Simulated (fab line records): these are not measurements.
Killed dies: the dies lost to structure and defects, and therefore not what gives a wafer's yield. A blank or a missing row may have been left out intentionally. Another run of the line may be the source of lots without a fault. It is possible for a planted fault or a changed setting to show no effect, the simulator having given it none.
Split-lot study || flow gf180mcu || on a route of 602 steps: 5 lots, 23 wafers read

THE SPLIT ITSELF
At GF_V3_PEB_12 (peb time 90 s), the setting peb temp c was moved away from the recipe's 135 C on 7 of the 23 wafers read, by -2.0% to +2.4%. All remaining wafers had this setting at the recipe value.

BETWEEN THE SPLIT AND THE READING: the file shows 1 step in between
- GF_V3_DEVELOP_13: develop time 60 s

THE READING
At GF_V3_CD_MEAS_14: cd nm in nanometres, against a target cd of 260 nm. Typical for fault-free wafers on this fab line: 260.3 nm, with standard deviation 0.92 nm.

{"wafer": "L075.1", "tool, chamber at the split": "litho track-03, 0", "peb temp c as run, C": 135, "against the recipe": "recipe", "cd nm, nm": 260.4, "against lot-mates on the recipe": "-"}
{"wafer": "L075.2", "tool, chamber at the split": "litho track-03, 0", "peb temp c as run, C": 138.2, "against the recipe": "+2.4%", "cd nm, nm": 267.9, "against lot-mates on the recipe": "+8.4"}
{"wafer": "L075.3", "tool, chamber at the split": "litho track-03, 0", "peb temp c as run, C": 138.2, "against the recipe": "+2.4%", "cd nm, nm": 267.4, "against lot-mates on the recipe": "+7.9"}
{"wafer": "L075.5", "tool, chamber at the split": "litho track-03, 0", "peb temp c as run, C": 135, "against the recipe": "recipe", "cd nm, nm": 258.6, "against lot-mates on the recipe": "-"}
{"wafer": "L075.6", "tool, chamber at the split": "litho track-03, 0", "peb temp c as run, C": 135, "against the recipe": "recipe", "cd nm, nm": 259.6, "against lot-mates on the recipe": "-"}
{"wafer": "L077.2", "tool, chamber at the split": "litho track-04, 0", "peb temp c as run, C": 136.3, "against the recipe": "+1.0%", "cd nm, nm": 264.3, "against lot-mates on the recipe": "+3.1"}
{"wafer": "L077.3", "tool, chamber at the split": "litho track-04, 0", "peb temp c as run, C": 136.3, "against the recipe": "+1.0%", "cd nm, nm": 264.7, "against lot-mates on the recipe": "+3.4"}
{"wafer": "L077.4", "tool, chamber at the split": "litho track-04, 0", "peb temp c as run, C": 135, "against the recipe": "recipe", "cd nm, nm": 261.1, "against lot-mates on the recipe": "-"}
{"wafer": "L077.5", "tool, chamber at the split": "litho track-04, 0", "peb temp c as run, C": 135, "against the recipe": "recipe", "cd nm, nm": 261.4, "against lot-mates on the recipe": "-"}
{"wafer": "L077.6", "tool, chamber at the split": "litho track-04, 0", "peb temp c as run, C": 136.3, "against the recipe": "+1.0%", "cd nm, nm": 264.9, "against lot-mates on the recipe": "+3.6"}
{"wafer": "L080.1", "tool, chamber at the split": "litho track-03, 0", "peb temp c as run, C": 135, "against the recipe": "recipe", "cd nm, nm": 260.6, "against lot-mates on the recipe": "-"}
{"wafer": "L080.3", "tool, chamber at the split": "litho track-03, 0", "peb temp c as run, C": 135, "against the recipe": "recipe", "cd nm, nm": 261.2, "against lot-mates on the recipe": "-"}
{"wafer": "L080.6", "tool, chamber at the split": "litho track-03, 0", "peb temp c as run, C": 135, "against the recipe": "recipe", "cd nm, nm": 261.1, "against lot-mates on the recipe": "-"}
{"wafer": "L082.1", "tool, chamber at the split": "litho track-04, 0", "peb temp c as run, C": 132.3, "against the recipe": "-2.0%", "cd nm, nm": 251.9, "against lot-mates on the recipe": -8.2}
{"wafer": "L082.2", "tool, chamber at the split": "litho track-04, 0", "peb temp c as run, C": 132.3, "against the recipe": "-2.0%", "cd nm, nm": 251.7, "against lot-mates on the recipe": -8.4}
{"wafer": "L082.3", "tool, chamber at the split": "litho track-04, 0", "peb temp c as run, C": 135, "against the recipe": "recipe", "cd nm, nm": 260.3, "against lot-mates on the recipe": "-"}
{"wafer": "L082.5", "tool, chamber at the split": "litho track-04, 0", "peb temp c as run, C": 135, "against the recipe": "recipe", "cd nm, nm": 259.6, "against lot-mates on the recipe": "-"}
{"wafer": "L082.6", "tool, chamber at the split": "litho track-04, 0", "peb temp c as run, C": 135, "against the recipe": "recipe", "cd nm, nm": 260.4, "against lot-mates on the recipe": "-"}
{"wafer": "L085.1", "tool, chamber at the split": "litho track-02, 0", "peb temp c as run, C": 135, "against the recipe": "recipe", "cd nm, nm": 260.8, "against lot-mates on the recipe": "-"}
{"wafer": "L085.2", "tool, chamber at the split": "litho track-02, 0", "peb temp c as run, C": 135, "against the recipe": "recipe", "cd nm, nm": 259.6, "against lot-mates on the recipe": "-"}
{"wafer": "L085.3", "tool, chamber at the split": "litho track-02, 0", "peb temp c as run, C": 135, "against the recipe": "recipe", "cd nm, nm": 260.6, "against lot-mates on the recipe": "-"}
{"wafer": "L085.5", "tool, chamber at the split": "litho track-02, 0", "peb temp c as run, C": 135, "against the recipe": "recipe", "cd nm, nm": 259.2, "against lot-mates on the recipe": "-"}
{"wafer": "L085.6", "tool, chamber at the split": "litho track-02, 0", "peb temp c as run, C": 135, "against the recipe": "recipe", "cd nm, nm": 260.5, "against lot-mates on the recipe": "-"}

FIT RESULTS
A straight line over all 23 wafers: cd nm changes by +3.71 nm for each +1% of peb temp c; r = +0.97; the points scatter about the line by 0.92 nm.
The same after taking each lot's own level away (the mean of its wafers on the recipe; 23 wafers): +3.73 nm for each +1%; r = +0.99; scatter 0.56 nm.
That fit puts the effect of the largest move of peb temp c on the reading at 8.8 nm.
Across the lots, their own levels run from 259.53 to 261.25 nm, a range of 1.9 times the standard deviation given above.
Consequently the slope shifts little with the lot-to-lot level, the two slopes agreeing.
Check: +8.78 nm against its lot-mates is what the line predicts for one of the wafers moved furthest among these (+2.4%) when that wafer is left out of the fit. It came out at +8.37 nm against them.

OTHER SPLITS ON THESE WAFERS
Note: prior to the reading, these wafers also went through further splits. Each is held against what the fit with the lots' levels taken away leaves over:
{"other split on the same wafers": "GF_V2_CVD_23 temp c", "wafers away from the commonest value": 5, "r with cd nm (lot level and that fit taken away)": -0.12}
{"other split on the same wafers": "GF_M3_EXPOSE_11 dose mj", "wafers away from the commonest value": 10, "r with cd nm (lot level and that fit taken away)": -0.16}
{"other split on the same wafers": "GF_M3_PEB_12 peb temp c", "wafers away from the commonest value": 9, "r with cd nm (lot level and that fit taken away)": "+0.23"}
{"other split on the same wafers": "GF_V3_CVD_02 time s", "wafers away from the commonest value": 4, "r with cd nm (lot level and that fit taken away)": -0.14}

THE WHOLE CHAIN: every reading that the file lists as answering this split, in the file's order
{"step": "GF_V3_CD_MEAS_14", "what it does": "target cd 260 nm", "reading": "cd nm", "change (the file's fit)": "+3.71 nm for each +1% of the setting", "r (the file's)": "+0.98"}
{"step": "GF_V3_ETCH_16", "what it does": "etches BARC in N2/H2", "reading": "V3.cd nm (the simulator's own value, which no gauge read)", "change (the file's fit)": "+3.67 nm for each +1% of the setting", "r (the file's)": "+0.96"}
{"step": "GF_V3_ETCH_17", "what it does": "etches SiO2 in C4F8/O2/Ar, stops on TiN, target depth 635 nm", "reading": "V3.cd nm (the simulator's own value, which no gauge read)", "change (the file's fit)": "+3.47 nm for each +1% of the setting", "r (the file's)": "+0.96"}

THE FILE'S OWN FIT
cd nm changes by +3.71 nm for each +1% of peb temp c, r = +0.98.
